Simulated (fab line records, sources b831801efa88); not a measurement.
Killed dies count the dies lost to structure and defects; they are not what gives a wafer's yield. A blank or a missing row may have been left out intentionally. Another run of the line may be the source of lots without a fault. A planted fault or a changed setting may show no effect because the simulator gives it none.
Which tool did it? || flow sky130 || 6 lots with 18 wafers sampled at 3 steps, on a route of 708 steps

== WHAT THE GAUGES READ, wafer by wafer ==
SKY_LDD_HVP_TW_MEAS_10.
{"lot": "L325", "measured": "day 22 13:55", "on": "film metro-01", "LDD_HVP_TW": "460 460 463"}
{"lot": "L327", "measured": "day 23 02:53", "on": "film metro-03", "LDD_HVP_TW": "455 456 456"}
{"lot": "L331", "measured": "day 24 15:46", "on": "film metro-01", "LDD_HVP_TW": "465 466 467"}
{"lot": "L338", "measured": "day 27 04:06", "on": "film metro-01", "LDD_HVP_TW": "766 764 765"}
{"lot": "L342", "measured": "day 28 18:25", "on": "film metro-02", "LDD_HVP_TW": "449 452 448"}
{"lot": "L345", "measured": "day 29 09:43", "on": "film metro-03", "LDD_HVP_TW": "452 454 449"}

== WHICH TOOL RAN EACH LOT (tool, then ch and the chambers of the sampled wafers, then the start) ==
{"lot": "L325", "SKY_LDD_HVP_IMPLANT_08": "implanter-04 ch 0, day 22 13:41", "SKY_LDD_HVP_STRIP_09": "plasma asher-02 ch 0,1, day 22 13:48"}
{"lot": "L327", "SKY_LDD_HVP_IMPLANT_08": "implanter-02 ch 0, day 23 02:39", "SKY_LDD_HVP_STRIP_09": "plasma asher-02 ch 0,1, day 23 02:46"}
{"lot": "L331", "SKY_LDD_HVP_IMPLANT_08": "implanter-04 ch 0, day 24 15:32", "SKY_LDD_HVP_STRIP_09": "plasma asher-03 ch 0,1, day 24 15:39"}
{"lot": "L338", "SKY_LDD_HVP_IMPLANT_08": "implanter-04 ch 0, day 27 03:51", "SKY_LDD_HVP_STRIP_09": "plasma asher-02 ch 0,1, day 27 04:00"}
{"lot": "L342", "SKY_LDD_HVP_IMPLANT_08": "implanter-02 ch 0, day 28 18:12", "SKY_LDD_HVP_STRIP_09": "plasma asher-03 ch 0,1, day 28 18:20"}
{"lot": "L345", "SKY_LDD_HVP_IMPLANT_08": "implanter-02 ch 0, day 29 09:28", "SKY_LDD_HVP_STRIP_09": "plasma asher-02 ch 0,1, day 29 09:36"}
- SKY_LDD_HVP_IMPLANT_08
- SKY_LDD_HVP_STRIP_09: strips in O2/N2.

== THE ANSWER, worked out from the rows above alone ==
Rule: the usual values come from the lots themselves. The widest of any qualifying gaps counts: lots, ordered by their means at a reading, are off when they make up no more than a third of the lots, leave a main group of 4 or more, and stand apart from it by 3 or more times the standard deviation of that group's means. Not used: any main group whose means are identical at the precision the tables above print for the reading. Also off: a lot with no number at a reading for which 4 or more lots have one. The other lots that the step has rows for count as sound.
Off: at SKY_LDD_HVP_TW_MEAS_10 (LDD_HVP_TW), L338. Mean 457 and standard deviation 6 in the main group.
If a tool, at a process step before that reading, ran all the lots that are off and no sound lot after the first of them, it fits. Gauges at SKY_LDD_HVP_TW_MEAS_10: tried the same way as those tools. 2 tools fit, implanter-04 at SKY_LDD_HVP_IMPLANT_08 and film metro-01 at SKY_LDD_HVP_TW_MEAS_10, so this cannot tell which one it is.

== WHAT WAS PUT IN BY THE SIMULATOR ==
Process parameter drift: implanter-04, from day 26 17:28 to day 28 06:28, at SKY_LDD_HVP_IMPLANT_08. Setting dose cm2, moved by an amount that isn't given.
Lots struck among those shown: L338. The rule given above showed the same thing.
